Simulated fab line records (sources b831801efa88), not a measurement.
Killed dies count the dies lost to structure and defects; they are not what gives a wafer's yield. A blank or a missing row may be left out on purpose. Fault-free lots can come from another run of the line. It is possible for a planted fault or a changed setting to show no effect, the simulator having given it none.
Check of tool commonality ; flow gf180mcu ; Sampled: 14 lots, 42 wafers

## WHY THIS WAS OPENED
At GF_SAB_THK_MEAS_01 the reading SAB_CVD_00_THK is flagged on 2 of 14 lots. Wafers without a fault read 50.1 nm, standard deviation 0.63.
Rule: a lot is flagged in two cases, either no wafer of it has a number, or all its wafers with numbers fall more than 4 standard deviations from that mean. All remaining lots are regarded as sound.

lot;measured;on;SAB_CVD_00_THK (nm), wafer by wafer;flag
L969;day 14 09:31;film-metro-02;49.7 50.1 50.2;
L970;day 14 18:39;film-metro-03;49.8 50.3 50.3;
L972;day 15 12:55;film-metro-03;49.8 50.2 50.7;
L975;day 16 21:02;film-metro-04;49.6 50.3 50.2;
L976;day 17 02:38;film-metro-04;50.4 50.8 51.1;
L977;day 17 08:20;film-metro-02;50.4 50.2 50.6;
L978;day 17 23:21;film-metro-02;49.8 50.1 50.7;
L979;day 18 16:13;film-metro-04;49.4 49.9 50.6;
L980;day 19 04:41;film-metro-03;50.7 51.1 50.6;
L985;day 20 15:49;film-metro-02;16.0 15.7 16.2;FLAGGED
L988;day 21 05:25;film-metro-04;15.1 15.2 15.2;FLAGGED
L989;day 21 11:07;film-metro-03;49.4 50.2 49.4;
L990;day 21 21:26;film-metro-03;49.9 50.3 50.4;
L991;day 22 02:44;film-metro-02;49.9 50.9 49.3;
On average the flagged lots' numbers are 15.6 nm, which is -34.5 nm against the usual, or -55 standard deviations.

## WHICH TOOL RAN EACH LOT
The record holds 1 process step before the reading, out of a route of 602 steps. Each cell gives the tool, then ch followed by the chambers the sampled wafers passed through, then the start.
lot;flag;GF_SAB_CVD_00
L969;;pecvd-04 ch 0,1,2, day 14 09:30
L970;;pecvd-02 ch 0,1,2, day 14 18:38
L972;;pecvd-02 ch 1,2, day 15 12:53
L975;;pecvd-04 ch 1,2, day 16 21:00
L976;;pecvd-03 ch 0,1,2, day 17 02:35
L977;;pecvd-04 ch 0,1,2, day 17 08:17
L978;;pecvd-03 ch 0,2, day 17 23:20
L979;;pecvd-03 ch 0,1,2, day 18 16:11
L980;;pecvd-03 ch 0,1,2, day 19 04:38
L985;FLAGGED;pecvd-04 ch 0,1,2, day 20 15:47
L988;FLAGGED;pecvd-04 ch 0,1,2, day 21 05:23
L989;;pecvd-02 ch 0,1,2, day 21 11:05
L990;;pecvd-03 ch 1,2, day 21 21:23
L991;;pecvd-02 ch 0,1,2, day 22 02:41
What these steps do:
- GF_SAB_CVD_00: deposits SiO2 from TEOS, target thk 50 nm, time 4.9302 s.
- GF_SAB_THK_MEAS_01

## FLAGGED OVER TOTAL, TOOL BY TOOL (the gauges that took the reading come last)
step;tool;lots run;flagged;share of the flagged lots;sound lots run after its first flagged lot
GF_SAB_CVD_00;pecvd-02;4;0;none;-
GF_SAB_CVD_00;pecvd-03;5;0;none;-
GF_SAB_CVD_00;pecvd-04;5;2;all;0
GF_SAB_THK_MEAS_01;film-metro-02;5;1;some;1 (L991)
GF_SAB_THK_MEAS_01;film-metro-03;5;0;none;-
GF_SAB_THK_MEAS_01;film-metro-04;4;1;some;0

## WHAT THE TABLE ALLOWS
1 row of the table ran every flagged lot: pecvd-04 at GF_SAB_CVD_00.
- pecvd-04 at GF_SAB_CVD_00 ran 5 lots, 2 of them flagged. Its last sound lot is L977 (day 17 08:17), its first flagged lot L985 (day 20 15:47): a fault that began between those two fits.
What remains is a single tool, pecvd-04 at GF_SAB_CVD_00.

## WHAT HAD BEEN PUT IN BY THE SIMULATOR
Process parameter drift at GF_SAB_CVD_00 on pecvd-04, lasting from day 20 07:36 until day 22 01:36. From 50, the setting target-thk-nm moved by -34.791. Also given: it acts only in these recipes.
Lots struck among those shown: L985, L988. The rule above found the same.
